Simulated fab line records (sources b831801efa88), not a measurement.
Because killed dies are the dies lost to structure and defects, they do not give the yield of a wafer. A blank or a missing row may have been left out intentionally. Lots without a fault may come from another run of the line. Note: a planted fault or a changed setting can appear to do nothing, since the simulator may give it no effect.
Which tool was responsible? || flow sky130 || Sampling: 24 lots, 72 wafers, 4 of 708 route steps

## WHAT EACH GAUGE READ, for each wafer
SKY_FIELD_ISO_THK_MEAS_02.
{"lot": "L074", "measured": "day 1 12:52", "on": "film-metro-03", "FIELD_ISO_OXIDATION_00_THK (nm)": "12.32 12.11 11.93"}
{"lot": "L075", "measured": "day 1 19:14", "on": "film-metro-03", "FIELD_ISO_OXIDATION_00_THK (nm)": "12.03 12.07 11.91"}
{"lot": "L076", "measured": "day 1 23:38", "on": "film-metro-03", "FIELD_ISO_OXIDATION_00_THK (nm)": "11.85 11.84 11.87"}
{"lot": "L077", "measured": "day 2 05:17", "on": "film-metro-03", "FIELD_ISO_OXIDATION_00_THK (nm)": "12.17 12.19 11.96"}
{"lot": "L078", "measured": "day 2 09:38", "on": "film-metro-04", "FIELD_ISO_OXIDATION_00_THK (nm)": "11.64 11.80 11.87"}
{"lot": "L079", "measured": "day 2 13:47", "on": "film-metro-02", "FIELD_ISO_OXIDATION_00_THK (nm)": "11.98 11.99 12.04"}
{"lot": "L080", "measured": "day 2 18:12", "on": "film-metro-03", "FIELD_ISO_OXIDATION_00_THK (nm)": "11.83 11.64 11.64"}
{"lot": "L081", "measured": "day 3 03:53", "on": "film-metro-02", "FIELD_ISO_OXIDATION_00_THK (nm)": "11.96 11.84 11.90"}
{"lot": "L082", "measured": "day 3 03:53", "on": "film-metro-03", "FIELD_ISO_OXIDATION_00_THK (nm)": "11.85 11.84 12.04"}
{"lot": "L083", "measured": "day 3 13:37", "on": "film-metro-02", "FIELD_ISO_OXIDATION_00_THK (nm)": "12.04 12.04 11.97"}
{"lot": "L084", "measured": "day 3 17:50", "on": "film-metro-04", "FIELD_ISO_OXIDATION_00_THK (nm)": "12.01 12.16 12.00"}
{"lot": "L085", "measured": "day 3 23:31", "on": "film-metro-03", "FIELD_ISO_OXIDATION_00_THK (nm)": "12.04 12.04 12.05"}
{"lot": "L086", "measured": "day 4 09:13", "on": "film-metro-03", "FIELD_ISO_OXIDATION_00_THK (nm)": "12.43 12.56 12.62"}
{"lot": "L087", "measured": "day 4 09:14", "on": "film-metro-02", "FIELD_ISO_OXIDATION_00_THK (nm)": "12.37 12.13 12.20"}
{"lot": "L089", "measured": "day 4 17:29", "on": "film-metro-04", "FIELD_ISO_OXIDATION_00_THK (nm)": "12.25 12.07 12.31"}
{"lot": "L088", "measured": "day 4 17:29", "on": "film-metro-03", "FIELD_ISO_OXIDATION_00_THK (nm)": "12.11 11.91 12.11"}
{"lot": "L090", "measured": "day 4 20:42", "on": "film-metro-04", "FIELD_ISO_OXIDATION_00_THK (nm)": "12.36 12.32 12.33"}
{"lot": "L091", "measured": "day 5 01:06", "on": "film-metro-04", "FIELD_ISO_OXIDATION_00_THK (nm)": "11.92 11.97 12.01"}
{"lot": "L092", "measured": "day 5 05:38", "on": "film-metro-03", "FIELD_ISO_OXIDATION_00_THK (nm)": "12.25 12.39 12.44"}
{"lot": "L093", "measured": "day 5 12:52", "on": "film-metro-03", "FIELD_ISO_OXIDATION_00_THK (nm)": "11.93 12.12 12.07"}
{"lot": "L094", "measured": "day 5 19:35", "on": "film-metro-04", "FIELD_ISO_OXIDATION_00_THK (nm)": "12.65 12.40 12.58"}
{"lot": "L096", "measured": "day 6 04:24", "on": "film-metro-02", "FIELD_ISO_OXIDATION_00_THK (nm)": "12.08 12.04 12.06"}
{"lot": "L095", "measured": "day 6 04:25", "on": "film-metro-03", "FIELD_ISO_OXIDATION_00_THK (nm)": "12.35 12.36 12.43"}
{"lot": "L097", "measured": "day 6 12:29", "on": "film-metro-02", "FIELD_ISO_OXIDATION_00_THK (nm)": "12.55 12.48 12.41"}

SKY_VIA1_THK_MEAS_01.
{"lot": "L074", "measured": "day 32 08:32", "on": "film-metro-02", "VIA1_HDPCVD_THK (nm)": "1025 1030 1013"}
{"lot": "L075", "measured": "day 32 10:50", "on": "film-metro-01", "VIA1_HDPCVD_THK (nm)": "1023 1038 1016"}
{"lot": "L076", "measured": "day 33 12:07", "on": "film-metro-01", "VIA1_HDPCVD_THK (nm)": "1020 1015 1025"}
{"lot": "L077", "measured": "day 34 02:22", "on": "film-metro-03", "VIA1_HDPCVD_THK (nm)": "1029 1031 1027"}
{"lot": "L078", "measured": "day 35 11:06", "on": "film-metro-01", "VIA1_HDPCVD_THK (nm)": "1043 1020 1044"}
{"lot": "L079", "measured": "day 35 12:22", "on": "film-metro-01", "VIA1_HDPCVD_THK (nm)": "1027 1037 1032"}
{"lot": "L080", "measured": "day 35 20:44", "on": "film-metro-01", "VIA1_HDPCVD_THK (nm)": "1019 1044 1027"}
{"lot": "L081", "measured": "day 36 05:46", "on": "film-metro-01", "VIA1_HDPCVD_THK (nm)": "1021 1025 1028"}
{"lot": "L082", "measured": "day 36 03:35", "on": "film-metro-03", "VIA1_HDPCVD_THK (nm)": "1040 1038 1037"}
{"lot": "L083", "measured": "day 36 06:47", "on": "film-metro-03", "VIA1_HDPCVD_THK (nm)": "1027 1027 1038"}
{"lot": "L084", "measured": "day 36 07:59", "on": "film-metro-02", "VIA1_HDPCVD_THK (nm)": "1030 1035 1038"}
{"lot": "L085", "measured": "day 36 08:41", "on": "film-metro-03", "VIA1_HDPCVD_THK (nm)": "1028 1027 1031"}
{"lot": "L086", "measured": "day 37 13:11", "on": "film-metro-02", "VIA1_HDPCVD_THK (nm)": "1020 1026 1017"}
{"lot": "L087", "measured": "day 37 10:26", "on": "film-metro-01", "VIA1_HDPCVD_THK (nm)": "1005 1033 1024"}
{"lot": "L089", "measured": "day 38 12:52", "on": "film-metro-03", "VIA1_HDPCVD_THK (nm)": "1031 1028 1026"}
{"lot": "L088", "measured": "day 38 11:56", "on": "film-metro-01", "VIA1_HDPCVD_THK (nm)": "1018 1037 1026"}
{"lot": "L090", "measured": "day 38 09:29", "on": "film-metro-02", "VIA1_HDPCVD_THK (nm)": "1025 1040 1037"}
{"lot": "L091", "measured": "day 38 23:59", "on": "film-metro-03", "VIA1_HDPCVD_THK (nm)": "1037 1028 1027"}
{"lot": "L092", "measured": "day 38 23:31", "on": "film-metro-03", "VIA1_HDPCVD_THK (nm)": "1025 1034 1026"}
{"lot": "L093", "measured": "day 39 06:26", "on": "film-metro-02", "VIA1_HDPCVD_THK (nm)": "1031 1025 1035"}
{"lot": "L094", "measured": "day 39 08:56", "on": "film-metro-03", "VIA1_HDPCVD_THK (nm)": "1030 1024 1022"}
{"lot": "L096", "measured": "day 39 17:21", "on": "film-metro-03", "VIA1_HDPCVD_THK (nm)": "1030 1028 1030"}
{"lot": "L095", "measured": "day 39 21:32", "on": "film-metro-02", "VIA1_HDPCVD_THK (nm)": "1029 1018 1017"}
{"lot": "L097", "measured": "day 40 01:11", "on": "film-metro-01", "VIA1_HDPCVD_THK (nm)": "1029 1025 1022"}

## EACH LOT AND THE TOOL THAT RAN IT (in order: tool; ch and the chambers of the sampled wafers; start)
{"lot": "L074", "SKY_VT_ADJUST_HVTP_STRIP_10": "plasma-asher-03 ch 0,1, day 5 22:18", "SKY_VT_ADJUST_PCH_STRIP_09": "plasma-asher-04 ch 0,1, day 10 02:11"}
{"lot": "L075", "SKY_VT_ADJUST_HVTP_STRIP_10": "plasma-asher-03 ch 1, day 6 03:57", "SKY_VT_ADJUST_PCH_STRIP_09": "plasma-asher-01 ch 0,1, day 10 09:29"}
{"lot": "L076", "SKY_VT_ADJUST_HVTP_STRIP_10": "plasma-asher-04 ch 0,1, day 6 20:40", "SKY_VT_ADJUST_PCH_STRIP_09": "plasma-asher-01 ch 0,1, day 11 05:11"}
{"lot": "L077", "SKY_VT_ADJUST_HVTP_STRIP_10": "plasma-asher-04 ch 0,1, day 7 07:14", "SKY_VT_ADJUST_PCH_STRIP_09": "plasma-asher-03 ch 0,1, day 11 19:08"}
{"lot": "L078", "SKY_VT_ADJUST_HVTP_STRIP_10": "plasma-asher-03 ch 0,1, day 8 05:27", "SKY_VT_ADJUST_PCH_STRIP_09": "plasma-asher-01 ch 0,1, day 13 01:05"}
{"lot": "L079", "SKY_VT_ADJUST_HVTP_STRIP_10": "plasma-asher-03 ch 0,1, day 8 06:16", "SKY_VT_ADJUST_PCH_STRIP_09": "plasma-asher-04 ch 0,1, day 13 01:32"}
{"lot": "L080", "SKY_VT_ADJUST_HVTP_STRIP_10": "plasma-asher-01 ch 0,1, day 8 15:18", "SKY_VT_ADJUST_PCH_STRIP_09": "plasma-asher-04 ch 1, day 13 10:29"}
{"lot": "L081", "SKY_VT_ADJUST_HVTP_STRIP_10": "plasma-asher-01 ch 0,1, day 8 16:21", "SKY_VT_ADJUST_PCH_STRIP_09": "plasma-asher-04 ch 1, day 13 13:44"}
{"lot": "L082", "SKY_VT_ADJUST_HVTP_STRIP_10": "plasma-asher-04 ch 0,1, day 8 15:40", "SKY_VT_ADJUST_PCH_STRIP_09": "plasma-asher-04 ch 0,1, day 13 12:59"}
{"lot": "L083", "SKY_VT_ADJUST_HVTP_STRIP_10": "plasma-asher-04 ch 0,1, day 8 19:33", "SKY_VT_ADJUST_PCH_STRIP_09": "plasma-asher-01 ch 0,1, day 13 16:05"}
{"lot": "L084", "SKY_VT_ADJUST_HVTP_STRIP_10": "plasma-asher-03 ch 0,1, day 8 19:19", "SKY_VT_ADJUST_PCH_STRIP_09": "plasma-asher-03 ch 0,1, day 13 14:50"}
{"lot": "L085", "SKY_VT_ADJUST_HVTP_STRIP_10": "plasma-asher-03 ch 0,1, day 9 01:11", "SKY_VT_ADJUST_PCH_STRIP_09": "plasma-asher-04 ch 0,1, day 13 21:01"}
{"lot": "L086", "SKY_VT_ADJUST_HVTP_STRIP_10": "plasma-asher-03 ch 0,1, day 9 15:24", "SKY_VT_ADJUST_PCH_STRIP_09": "plasma-asher-04 ch 0,1, day 14 16:23"}
{"lot": "L087", "SKY_VT_ADJUST_HVTP_STRIP_10": "plasma-asher-04 ch 0,1, day 9 16:43", "SKY_VT_ADJUST_PCH_STRIP_09": "plasma-asher-03 ch 0,1, day 14 16:41"}
{"lot": "L089", "SKY_VT_ADJUST_HVTP_STRIP_10": "plasma-asher-04 ch 0,1, day 10 16:23", "SKY_VT_ADJUST_PCH_STRIP_09": "plasma-asher-01 ch 0,1, day 15 22:41"}
{"lot": "L088", "SKY_VT_ADJUST_HVTP_STRIP_10": "plasma-asher-01 ch 0, day 10 18:24", "SKY_VT_ADJUST_PCH_STRIP_09": "plasma-asher-01 ch 0,1, day 16 00:29"}
{"lot": "L090", "SKY_VT_ADJUST_HVTP_STRIP_10": "plasma-asher-01 ch 0,1, day 10 17:28", "SKY_VT_ADJUST_PCH_STRIP_09": "plasma-asher-01 ch 0,1, day 15 23:32"}
{"lot": "L091", "SKY_VT_ADJUST_HVTP_STRIP_10": "plasma-asher-01 ch 0,1, day 11 09:07", "SKY_VT_ADJUST_PCH_STRIP_09": "plasma-asher-04 ch 0,1, day 16 18:11"}
{"lot": "L092", "SKY_VT_ADJUST_HVTP_STRIP_10": "plasma-asher-04 ch 0,1, day 11 08:01", "SKY_VT_ADJUST_PCH_STRIP_09": "plasma-asher-01 ch 0,1, day 16 15:26"}
{"lot": "L093", "SKY_VT_ADJUST_HVTP_STRIP_10": "plasma-asher-03 ch 0,1, day 11 15:00", "SKY_VT_ADJUST_PCH_STRIP_09": "plasma-asher-01 ch 1, day 17 01:35"}
{"lot": "L094", "SKY_VT_ADJUST_HVTP_STRIP_10": "plasma-asher-04 ch 0,1, day 11 15:19", "SKY_VT_ADJUST_PCH_STRIP_09": "plasma-asher-04 ch 1, day 17 01:35"}
{"lot": "L096", "SKY_VT_ADJUST_HVTP_STRIP_10": "plasma-asher-04 ch 0,1, day 12 00:04", "SKY_VT_ADJUST_PCH_STRIP_09": "plasma-asher-03 ch 0,1, day 17 12:59"}
{"lot": "L095", "SKY_VT_ADJUST_HVTP_STRIP_10": "plasma-asher-03 ch 0,1, day 11 20:55", "SKY_VT_ADJUST_PCH_STRIP_09": "plasma-asher-01 ch 0,1, day 17 09:53"}
{"lot": "L097", "SKY_VT_ADJUST_HVTP_STRIP_10": "plasma-asher-04 ch 0,1, day 12 06:18", "SKY_VT_ADJUST_PCH_STRIP_09": "plasma-asher-03 ch 0,1, day 17 18:59"}
- SKY_VT_ADJUST_HVTP_STRIP_10: strips in O2/N2.
- SKY_VT_ADJUST_PCH_STRIP_09: strips in O2/N2.

## WHAT THE TOOLS THEMSELVES READ (means of the sampled wafers that have a number; where no wafer has one, the mark that the record gives instead)
SKY_VT_ADJUST_HVTP_STRIP_10.
{"lot": "L074", "tool": "plasma-asher-03", "drypump-motor-current-A (A)": 5.95, "o2-flow-sccm (sccm)": 2996, "oes-product-au (a.u.)": 0.714, "strip-time-to-endpoint-s (s)": 14.18}
{"lot": "L075", "tool": "plasma-asher-03", "drypump-motor-current-A (A)": 6.19, "o2-flow-sccm (sccm)": 3008, "oes-product-au (a.u.)": 0.718, "strip-time-to-endpoint-s (s)": 14.22}
{"lot": "L076", "tool": "plasma-asher-04", "drypump-motor-current-A (A)": 5.80, "o2-flow-sccm (sccm)": 3004, "oes-product-au (a.u.)": 0.718, "strip-time-to-endpoint-s (s)": 14.22}
{"lot": "L077", "tool": "plasma-asher-04", "drypump-motor-current-A (A)": 5.79, "o2-flow-sccm (sccm)": 2998, "oes-product-au (a.u.)": 0.711, "strip-time-to-endpoint-s (s)": 14.21}
{"lot": "L078", "tool": "plasma-asher-03", "drypump-motor-current-A (A)": 5.95, "o2-flow-sccm (sccm)": 2999, "oes-product-au (a.u.)": 0.716, "strip-time-to-endpoint-s (s)": 14.20}
{"lot": "L079", "tool": "plasma-asher-03", "drypump-motor-current-A (A)": 6.07, "o2-flow-sccm (sccm)": 3006, "oes-product-au (a.u.)": 0.717, "strip-time-to-endpoint-s (s)": 14.16}
{"lot": "L080", "tool": "plasma-asher-01", "drypump-motor-current-A (A)": 5.39, "o2-flow-sccm (sccm)": 2996, "oes-product-au (a.u.)": 0.714, "strip-time-to-endpoint-s (s)": 14.10}
{"lot": "L081", "tool": "plasma-asher-01", "drypump-motor-current-A (A)": 5.42, "o2-flow-sccm (sccm)": 3006, "oes-product-au (a.u.)": 0.715, "strip-time-to-endpoint-s (s)": 14.21}
{"lot": "L082", "tool": "plasma-asher-04", "drypump-motor-current-A (A)": 5.76, "o2-flow-sccm (sccm)": 3001, "oes-product-au (a.u.)": 0.716, "strip-time-to-endpoint-s (s)": 14.19}
{"lot": "L083", "tool": "plasma-asher-04", "drypump-motor-current-A (A)": 5.82, "o2-flow-sccm (sccm)": 3009, "oes-product-au (a.u.)": 0.712, "strip-time-to-endpoint-s (s)": 14.19}
{"lot": "L084", "tool": "plasma-asher-03", "drypump-motor-current-A (A)": 5.95, "o2-flow-sccm (sccm)": 3008, "oes-product-au (a.u.)": 0.717, "strip-time-to-endpoint-s (s)": 14.28}
{"lot": "L085", "tool": "plasma-asher-03", "drypump-motor-current-A (A)": 6.04, "o2-flow-sccm (sccm)": 3004, "oes-product-au (a.u.)": 0.714, "strip-time-to-endpoint-s (s)": 14.14}
{"lot": "L086", "tool": "plasma-asher-03", "drypump-motor-current-A (A)": 5.94, "o2-flow-sccm (sccm)": 2998, "oes-product-au (a.u.)": 0.714, "strip-time-to-endpoint-s (s)": 14.21}
{"lot": "L087", "tool": "plasma-asher-04", "drypump-motor-current-A (A)": 5.77, "o2-flow-sccm (sccm)": 2999, "oes-product-au (a.u.)": 0.720, "strip-time-to-endpoint-s (s)": 14.15}
{"lot": "L089", "tool": "plasma-asher-04", "drypump-motor-current-A (A)": 5.81, "o2-flow-sccm (sccm)": 2991, "oes-product-au (a.u.)": 0.716, "strip-time-to-endpoint-s (s)": 14.14}
{"lot": "L088", "tool": "plasma-asher-01", "drypump-motor-current-A (A)": 5.27, "o2-flow-sccm (sccm)": 2990, "oes-product-au (a.u.)": 0.714, "strip-time-to-endpoint-s (s)": 14.17}
{"lot": "L090", "tool": "plasma-asher-01", "drypump-motor-current-A (A)": 5.42, "o2-flow-sccm (sccm)": 3005, "oes-product-au (a.u.)": 0.709, "strip-time-to-endpoint-s (s)": 14.26}
{"lot": "L091", "tool": "plasma-asher-01", "drypump-motor-current-A (A)": 5.42, "o2-flow-sccm (sccm)": 3003, "oes-product-au (a.u.)": 0.710, "strip-time-to-endpoint-s (s)": 14.14}
{"lot": "L092", "tool": "plasma-asher-04", "drypump-motor-current-A (A)": 5.81, "o2-flow-sccm (sccm)": 2992, "oes-product-au (a.u.)": 0.725, "strip-time-to-endpoint-s (s)": 14.17}
{"lot": "L093", "tool": "plasma-asher-03", "drypump-motor-current-A (A)": 6.06, "o2-flow-sccm (sccm)": 3013, "oes-product-au (a.u.)": 0.720, "strip-time-to-endpoint-s (s)": 14.21}
{"lot": "L094", "tool": "plasma-asher-04", "drypump-motor-current-A (A)": 5.78, "o2-flow-sccm (sccm)": 3005, "oes-product-au (a.u.)": 0.714, "strip-time-to-endpoint-s (s)": 14.17}
{"lot": "L096", "tool": "plasma-asher-04", "drypump-motor-current-A (A)": 5.78, "o2-flow-sccm (sccm)": 3001, "oes-product-au (a.u.)": 0.715, "strip-time-to-endpoint-s (s)": 14.18}
{"lot": "L095", "tool": "plasma-asher-03", "drypump-motor-current-A (A)": 6.07, "o2-flow-sccm (sccm)": 3002, "oes-product-au (a.u.)": 0.716, "strip-time-to-endpoint-s (s)": 14.13}
{"lot": "L097", "tool": "plasma-asher-04", "drypump-motor-current-A (A)": 5.78, "o2-flow-sccm (sccm)": 3005, "oes-product-au (a.u.)": 0.718, "strip-time-to-endpoint-s (s)": 14.16}

SKY_VT_ADJUST_PCH_STRIP_09.
{"lot": "L074", "tool": "plasma-asher-04", "drypump-motor-current-A (A)": 5.76, "o2-flow-sccm (sccm)": 3000, "oes-product-au (a.u.)": 0.720, "strip-time-to-endpoint-s (s)": 36.90}
{"lot": "L075", "tool": "plasma-asher-01", "drypump-motor-current-A (A)": 5.33, "o2-flow-sccm (sccm)": 2995, "oes-product-au (a.u.)": 0.721, "strip-time-to-endpoint-s (s)": 36.91}
{"lot": "L076", "tool": "plasma-asher-01", "drypump-motor-current-A (A)": 5.32, "o2-flow-sccm (sccm)": 3001, "oes-product-au (a.u.)": 0.723, "strip-time-to-endpoint-s (s)": 36.77}
{"lot": "L077", "tool": "plasma-asher-03", "drypump-motor-current-A (A)": 6.08, "o2-flow-sccm (sccm)": 3000, "oes-product-au (a.u.)": 0.719, "strip-time-to-endpoint-s (s)": 36.93}
{"lot": "L078", "tool": "plasma-asher-01", "drypump-motor-current-A (A)": 5.32, "o2-flow-sccm (sccm)": 3000, "oes-product-au (a.u.)": 0.725, "strip-time-to-endpoint-s (s)": 36.92}
{"lot": "L079", "tool": "plasma-asher-04", "drypump-motor-current-A (A)": 5.75, "o2-flow-sccm (sccm)": 3000, "oes-product-au (a.u.)": 0.724, "strip-time-to-endpoint-s (s)": 36.97}
{"lot": "L080", "tool": "plasma-asher-04", "drypump-motor-current-A (A)": 5.72, "o2-flow-sccm (sccm)": 2994, "oes-product-au (a.u.)": 0.720, "strip-time-to-endpoint-s (s)": 36.88}
{"lot": "L081", "tool": "plasma-asher-04", "drypump-motor-current-A (A)": 5.75, "o2-flow-sccm (sccm)": 3005, "oes-product-au (a.u.)": 0.721, "strip-time-to-endpoint-s (s)": 37.08}
{"lot": "L082", "tool": "plasma-asher-04", "drypump-motor-current-A (A)": 5.79, "o2-flow-sccm (sccm)": 3001, "oes-product-au (a.u.)": 0.720, "strip-time-to-endpoint-s (s)": 36.90}
{"lot": "L083", "tool": "plasma-asher-01", "drypump-motor-current-A (A)": 5.36, "o2-flow-sccm (sccm)": 2993, "oes-product-au (a.u.)": 0.724, "strip-time-to-endpoint-s (s)": 37.09}
{"lot": "L084", "tool": "plasma-asher-03", "drypump-motor-current-A (A)": 6.08, "o2-flow-sccm (sccm)": 3007, "oes-product-au (a.u.)": 0.720, "strip-time-to-endpoint-s (s)": 36.85}
{"lot": "L085", "tool": "plasma-asher-04", "drypump-motor-current-A (A)": 5.77, "o2-flow-sccm (sccm)": 3001, "oes-product-au (a.u.)": 0.721, "strip-time-to-endpoint-s (s)": 36.93}
{"lot": "L086", "tool": "plasma-asher-04", "drypump-motor-current-A (A)": 5.79, "o2-flow-sccm (sccm)": 2998, "oes-product-au (a.u.)": 0.721, "strip-time-to-endpoint-s (s)": 36.98}
{"lot": "L087", "tool": "plasma-asher-03", "drypump-motor-current-A (A)": 5.96, "o2-flow-sccm (sccm)": 3011, "oes-product-au (a.u.)": 0.720, "strip-time-to-endpoint-s (s)": 36.95}
{"lot": "L089", "tool": "plasma-asher-01", "drypump-motor-current-A (A)": 5.41, "o2-flow-sccm (sccm)": 2999, "oes-product-au (a.u.)": 0.722, "strip-time-to-endpoint-s (s)": 36.99}
{"lot": "L088", "tool": "plasma-asher-01", "drypump-motor-current-A (A)": 5.41, "o2-flow-sccm (sccm)": 3005, "oes-product-au (a.u.)": 0.723, "strip-time-to-endpoint-s (s)": 36.98}
{"lot": "L090", "tool": "plasma-asher-01", "drypump-motor-current-A (A)": 5.41, "o2-flow-sccm (sccm)": 3012, "oes-product-au (a.u.)": 0.718, "strip-time-to-endpoint-s (s)": 36.73}
{"lot": "L091", "tool": "plasma-asher-04", "drypump-motor-current-A (A)": 5.80, "o2-flow-sccm (sccm)": 3006, "oes-product-au (a.u.)": 0.725, "strip-time-to-endpoint-s (s)": 36.95}
{"lot": "L092", "tool": "plasma-asher-01", "drypump-motor-current-A (A)": 5.36, "o2-flow-sccm (sccm)": 3000, "oes-product-au (a.u.)": 0.724, "strip-time-to-endpoint-s (s)": 37.01}
{"lot": "L093", "tool": "plasma-asher-01", "drypump-motor-current-A (A)": 5.47, "o2-flow-sccm (sccm)": 3005, "oes-product-au (a.u.)": 0.726, "strip-time-to-endpoint-s (s)": 37.07}
{"lot": "L094", "tool": "plasma-asher-04", "drypump-motor-current-A (A)": 5.74, "o2-flow-sccm (sccm)": 2991, "oes-product-au (a.u.)": 0.718, "strip-time-to-endpoint-s (s)": 36.80}
{"lot": "L096", "tool": "plasma-asher-03", "drypump-motor-current-A (A)": 6.05, "o2-flow-sccm (sccm)": 3004, "oes-product-au (a.u.)": 0.721, "strip-time-to-endpoint-s (s)": 36.91}
{"lot": "L095", "tool": "plasma-asher-01", "drypump-motor-current-A (A)": 5.39, "o2-flow-sccm (sccm)": 2992, "oes-product-au (a.u.)": 0.722, "strip-time-to-endpoint-s (s)": 36.90}
{"lot": "L097", "tool": "plasma-asher-03", "drypump-motor-current-A (A)": 6.05, "o2-flow-sccm (sccm)": 2988, "oes-product-au (a.u.)": 0.717, "strip-time-to-endpoint-s (s)": 36.87}

## THE ANSWER, worked out from the rows above alone
Rule: the usual values come from the lots themselves. Put in order of their means at a reading, lots are off if they are a third of the lots or fewer, leave a main group of 4 or more, and stand apart from it by a gap of 3 or more times the standard deviation of the main group's means; of several such gaps the widest counts. If all means in a main group match to the digits the tables above print for the reading, that group is not used. Also off: a lot with no number at a reading for which 4 or more lots have one. Where the step has rows for the other lots, those lots are counted as sound. The gauges are gone through in route order, then the tools' own readings, and for those a lot's mean is taken as printed above. At the first step where some lot is off, the reading lying furthest off is the one used; lots without a number count as furthest.
Across all readings shown, no lot is off: no conclusion can be drawn from this.

## WHAT HAD BEEN PUT IN BY THE SIMULATOR
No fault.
